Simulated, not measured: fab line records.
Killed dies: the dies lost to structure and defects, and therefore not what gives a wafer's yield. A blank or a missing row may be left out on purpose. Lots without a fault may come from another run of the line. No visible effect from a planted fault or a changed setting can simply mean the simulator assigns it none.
Which tool was responsible? | flow sky130 | 9 lots, 27 wafers sampled, at 4 steps of a route of 708

WHAT THE GAUGES SHOWED, per wafer
SKY_METAL2_RS_MEAS_05: measurement is done with a four-point probe.
lot  | measured     | on           | METAL2_ALCU_RS (ohm/sq)
L172 | day 34 03:30 | filmMetro-02 | 0.1269 0.1304 0.1255
L173 | day 34 04:52 | filmMetro-02 | 0.1263 0.1263 0.1257
L175 | day 35 02:35 | filmMetro-02 | 0.1267 0.1248 0.1257
L180 | day 36 19:53 | filmMetro-03 | 0.1482 0.1476 0.1472 0.1482 0.1476 0.1474
L183 | day 36 21:26 | filmMetro-03 | 0.1467 0.1482 0.1450 0.1461 0.1482 0.1448
L186 | day 38 22:43 | filmMetro-03 | 0.1272 0.1282 0.1256
L191 | day 40 12:23 | filmMetro-02 | 0.1268 0.1299 0.1295
L192 | day 40 16:14 | filmMetro-01 | 0.1222 0.1231 0.1237
L194 | day 40 20:15 | filmMetro-02 | 0.1246 0.1259 0.1261

WHAT TOOL EACH LOT RAN ON (gives the tool, then ch and the chambers of the sampled wafers, and finally the start)
lot  | SKY_VIA1_STRIP_16                   | SKY_VIA1_SPUTTER_20         | SKY_METAL2_SPUTTER_02
L172 | plasmaAsher-01 ch 0,1, day 34 02:08 | pvdSputter-03, day 34 02:43 | pvdSputter-02, day 34 03:24
L173 | plasmaAsher-04 ch 0,1, day 34 03:30 | pvdSputter-01, day 34 04:03 | pvdSputter-04, day 34 04:44
L175 | plasmaAsher-04 ch 0,1, day 35 00:58 | pvdSputter-04, day 35 01:35 | pvdSputter-04, day 35 02:30
L180 | plasmaAsher-01 ch 0,1, day 36 18:31 | pvdSputter-01, day 36 19:07 | pvdSputter-04, day 36 19:47
L183 | plasmaAsher-04 ch 0,1, day 36 20:05 | pvdSputter-03, day 36 20:40 | pvdSputter-04, day 36 21:21
L186 | plasmaAsher-01 ch 0,1, day 38 20:55 | pvdSputter-01, day 38 21:55 | pvdSputter-02, day 38 22:36
L191 | plasmaAsher-04 ch 1, day 40 10:41   | pvdSputter-01, day 40 11:37 | pvdSputter-03, day 40 12:17
L192 | plasmaAsher-04 ch 0,1, day 40 14:31 | pvdSputter-03, day 40 15:10 | pvdSputter-04, day 40 16:08
L194 | plasmaAsher-04 ch 0,1, day 40 18:28 | pvdSputter-01, day 40 19:28 | pvdSputter-04, day 40 20:08
- SKY_VIA1_STRIP_16: strips in O2/N2.
- SKY_VIA1_SPUTTER_20: material TiN, target thk 20 nm, time 80 s.
- SKY_METAL2_SPUTTER_02: material AlCu, target thk 250 nm, time 13.3 s.

THE ANSWER, worked out from the rows above alone
Rule: what is usual is taken from the lots themselves. The widest of any qualifying gaps counts: lots, ordered by their means at a reading, are off when they make up no more than a third of the lots, leave a main group of 4 or more, and stand apart from it by 3 or more times the standard deviation of that group's means. If all means in a main group match to the digits the tables above print for the reading, that group is not used. Also off: a lot with no number at a reading for which 4 or more lots have one. Any other lot the step has rows for is counted as sound.
Off: at SKY_METAL2_RS_MEAS_05 (METAL2_ALCU_RS), L180, L183. The main group has a mean of 0.1262 ohm/sq with a standard deviation of 0.0017.
A tool fits if, at a process step before that reading, it ran every lot that is off, and no sound lot after the first of them. Gauges at SKY_METAL2_RS_MEAS_05: tried the same way as those tools. No candidate that was tried fits.

WHAT WAS PUT IN BY THE SIMULATOR
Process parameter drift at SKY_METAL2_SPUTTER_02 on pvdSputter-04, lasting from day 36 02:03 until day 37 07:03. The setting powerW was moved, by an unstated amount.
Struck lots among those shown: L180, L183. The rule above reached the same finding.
